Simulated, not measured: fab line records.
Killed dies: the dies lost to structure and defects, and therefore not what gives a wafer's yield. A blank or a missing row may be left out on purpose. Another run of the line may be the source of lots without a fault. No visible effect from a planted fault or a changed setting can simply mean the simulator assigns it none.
Split-lot study || flow sky130 || 23 wafers read from 5 lots, route of 708 steps

## THE SPLIT
At SKY_PASSIVATION_ETCH_11 (etches the open film in CF4/O2, stops on AlCu, target depth 725 nm, time 161.1 s), the setting timeS was moved away from the recipe's 161.1 s on 6 of the 23 wafers read, by -11.1% to +12.1%. All remaining wafers had this setting at the recipe value.

The split's own step is where the reading is taken.

## THE READING
coat_of_PASSIVATION_COAT_06.thkNm (the simulator's own value, which no gauge read), in nm, at SKY_PASSIVATION_ETCH_11 (etches the open film in CF4/O2, stops on AlCu, target depth 725 nm, time 161.1 s). The file gives no usual value for it. Across the 17 wafers here that went through the recipe, the average is 2550 nm and the standard deviation 8.4 nm.

{"wafer": "L076.2", "tool, chamber at the split": "rieDiel-02, 0", "timeS as run, s": 161.1, "against the recipe": "recipe", "coat_of_PASSIVATION_COAT_06.thkNm, nm": 2563, "against lot-mates on the recipe": "-"}
{"wafer": "L076.3", "tool, chamber at the split": "rieDiel-02, 1", "timeS as run, s": 161.1, "against the recipe": "recipe", "coat_of_PASSIVATION_COAT_06.thkNm, nm": 2561, "against lot-mates on the recipe": "-"}
{"wafer": "L076.4", "tool, chamber at the split": "rieDiel-02, 3", "timeS as run, s": 143.2, "against the recipe": "-11.1%", "coat_of_PASSIVATION_COAT_06.thkNm, nm": 2625, "against lot-mates on the recipe": "+63"}
{"wafer": "L076.5", "tool, chamber at the split": "rieDiel-02, 1", "timeS as run, s": 143.2, "against the recipe": "-11.1%", "coat_of_PASSIVATION_COAT_06.thkNm, nm": 2629, "against lot-mates on the recipe": "+67"}
{"wafer": "L076.6", "tool, chamber at the split": "rieDiel-02, 0", "timeS as run, s": 143.2, "against the recipe": "-11.1%", "coat_of_PASSIVATION_COAT_06.thkNm, nm": 2621, "against lot-mates on the recipe": "+59"}
{"wafer": "L080.1", "tool, chamber at the split": "rieDiel-01, 3", "timeS as run, s": 161.1, "against the recipe": "recipe", "coat_of_PASSIVATION_COAT_06.thkNm, nm": 2549, "against lot-mates on the recipe": "-"}
{"wafer": "L080.3", "tool, chamber at the split": "rieDiel-01, 0", "timeS as run, s": 161.1, "against the recipe": "recipe", "coat_of_PASSIVATION_COAT_06.thkNm, nm": 2546, "against lot-mates on the recipe": "-"}
{"wafer": "L080.4", "tool, chamber at the split": "rieDiel-01, 1", "timeS as run, s": 161.1, "against the recipe": "recipe", "coat_of_PASSIVATION_COAT_06.thkNm, nm": 2540, "against lot-mates on the recipe": "-"}
{"wafer": "L080.6", "tool, chamber at the split": "rieDiel-01, 1", "timeS as run, s": 161.1, "against the recipe": "recipe", "coat_of_PASSIVATION_COAT_06.thkNm, nm": 2540, "against lot-mates on the recipe": "-"}
{"wafer": "L080.5", "tool, chamber at the split": "rieDiel-01, 0", "timeS as run, s": 161.1, "against the recipe": "recipe", "coat_of_PASSIVATION_COAT_06.thkNm, nm": 2541, "against lot-mates on the recipe": "-"}
{"wafer": "L081.1", "tool, chamber at the split": "rieDiel-02, 0", "timeS as run, s": 161.1, "against the recipe": "recipe", "coat_of_PASSIVATION_COAT_06.thkNm, nm": 2559, "against lot-mates on the recipe": "-"}
{"wafer": "L081.2", "tool, chamber at the split": "rieDiel-02, 1,2", "timeS as run, s": 161.1, "against the recipe": "recipe", "coat_of_PASSIVATION_COAT_06.thkNm, nm": 2545, "against lot-mates on the recipe": "-"}
{"wafer": "L081.3", "tool, chamber at the split": "rieDiel-02, 1,2", "timeS as run, s": 161.1, "against the recipe": "recipe", "coat_of_PASSIVATION_COAT_06.thkNm, nm": 2545, "against lot-mates on the recipe": "-"}
{"wafer": "L081.4", "tool, chamber at the split": "rieDiel-02, 3", "timeS as run, s": 161.1, "against the recipe": "recipe", "coat_of_PASSIVATION_COAT_06.thkNm, nm": 2564, "against lot-mates on the recipe": "-"}
{"wafer": "L081.6", "tool, chamber at the split": "rieDiel-02, 0", "timeS as run, s": 161.1, "against the recipe": "recipe", "coat_of_PASSIVATION_COAT_06.thkNm, nm": 2558, "against lot-mates on the recipe": "-"}
{"wafer": "L082.1", "tool, chamber at the split": "rieDiel-01, 3", "timeS as run, s": 180.6, "against the recipe": "+12.1%", "coat_of_PASSIVATION_COAT_06.thkNm, nm": 2503, "against lot-mates on the recipe": -51}
{"wafer": "L082.2", "tool, chamber at the split": "rieDiel-01, 2", "timeS as run, s": 180.6, "against the recipe": "+12.1%", "coat_of_PASSIVATION_COAT_06.thkNm, nm": 2492, "against lot-mates on the recipe": -62}
{"wafer": "L082.4", "tool, chamber at the split": "rieDiel-01, 0", "timeS as run, s": 180.6, "against the recipe": "+12.1%", "coat_of_PASSIVATION_COAT_06.thkNm, nm": 2494, "against lot-mates on the recipe": -60}
{"wafer": "L082.5", "tool, chamber at the split": "rieDiel-01, 2", "timeS as run, s": 161.1, "against the recipe": "recipe", "coat_of_PASSIVATION_COAT_06.thkNm, nm": 2557, "against lot-mates on the recipe": "-"}
{"wafer": "L082.6", "tool, chamber at the split": "rieDiel-01, 1", "timeS as run, s": 161.1, "against the recipe": "recipe", "coat_of_PASSIVATION_COAT_06.thkNm, nm": 2551, "against lot-mates on the recipe": "-"}
{"wafer": "L084.3", "tool, chamber at the split": "rieDiel-01, 0", "timeS as run, s": 161.1, "against the recipe": "recipe", "coat_of_PASSIVATION_COAT_06.thkNm, nm": 2538, "against lot-mates on the recipe": "-"}
{"wafer": "L084.5", "tool, chamber at the split": "rieDiel-01, 3", "timeS as run, s": 161.1, "against the recipe": "recipe", "coat_of_PASSIVATION_COAT_06.thkNm, nm": 2545, "against lot-mates on the recipe": "-"}
{"wafer": "L084.6", "tool, chamber at the split": "rieDiel-01, 0", "timeS as run, s": 161.1, "against the recipe": "recipe", "coat_of_PASSIVATION_COAT_06.thkNm, nm": 2547, "against lot-mates on the recipe": "-"}
Rows listing several chambers each stand for several wafers; the file does not say which wafer went through which chamber.

THE FIT
A straight line over all 23 wafers: coat_of_PASSIVATION_COAT_06.thkNm changes by -5.51 nm for each +1% of timeS; r = -0.96; the points scatter about the line by 10 nm.
The same after taking each lot's own level away (the mean of its wafers on the recipe; 23 wafers): -5.18 nm for each +1%; r = -0.99; scatter 5.6 nm.
According to that fit, moving timeS by its largest amount changes the reading by 63 nm.
Across the lots, their own levels run from 2543.2 to 2562.0 nm, a range of 2.2 times the standard deviation given above.
Consequently the slope shifts little with the lot-to-lot level, the two slopes agreeing.
Check: with one of the wafers moved furthest among these (+12.1%) left out of the fit, the line predicts -64.3 nm for it against its lot-mates. Against them it came out at -51 nm.

## OTHER SPLITS APPLIED TO THESE WAFERS
Note: prior to the reading, these wafers also went through further splits. Each is held against what the fit with the lots' levels taken away leaves over:
{"other split on the same wafers": "SKY_CAP2M_SOFTBAKE_08 tempC", "wafers away from the commonest value": 9, "r with coat_of_PASSIVATION_COAT_06.thkNm (lot level and that fit taken away)": "+0.35"}
{"other split on the same wafers": "SKY_METAL4_ETCH_16 timeS", "wafers away from the commonest value": 5, "r with coat_of_PASSIVATION_COAT_06.thkNm (lot level and that fit taken away)": -0.07}
{"other split on the same wafers": "SKY_VIA4_COAT_06 spinRpm", "wafers away from the commonest value": 4, "r with coat_of_PASSIVATION_COAT_06.thkNm (lot level and that fit taken away)": "+0.20"}
{"other split on the same wafers": "SKY_VIA4_ETCH_12 sourceW", "wafers away from the commonest value": 8, "r with coat_of_PASSIVATION_COAT_06.thkNm (lot level and that fit taken away)": "+0.23"}
{"other split on the same wafers": "SKY_VIA4_SPUTTER_17 powerW", "wafers away from the commonest value": 6, "r with coat_of_PASSIVATION_COAT_06.thkNm (lot level and that fit taken away)": "+0.02"}
{"other split on the same wafers": "SKY_METAL5_SPUTTER_03 timeS", "wafers away from the commonest value": 5, "r with coat_of_PASSIVATION_COAT_06.thkNm (lot level and that fit taken away)": -0.26}
{"other split on the same wafers": "SKY_METAL5_EXPOSE_11 doseMj", "wafers away from the commonest value": 8, "r with coat_of_PASSIVATION_COAT_06.thkNm (lot level and that fit taken away)": -0.12}

## THE WHOLE CHAIN: every reading that the file lists as answering this split, in the file's order
{"step": "SKY_PASSIVATION_ETCH_11", "what it does": "etches the open film in CF4/O2, stops on AlCu, target depth 725 nm, time 161.1 s", "reading": "coat_of_PASSIVATION_COAT_06.thkNm (the simulator's own value, which no gauge read)", "change (the file's fit)": "-5.16 nm for each +1% of the setting", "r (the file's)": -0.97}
{"step": "SKY_PASSIVATION_STRIP_12", "what it does": "strips in O2/N2", "reading": "stripTimeToEndpointS", "change (the file's fit)": "withheld for each +1% of the setting", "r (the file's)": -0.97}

## THE FILE'S OWN FIT
coat_of_PASSIVATION_COAT_06.thkNm changes by -5.16 nm for each +1% of timeS, r = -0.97.
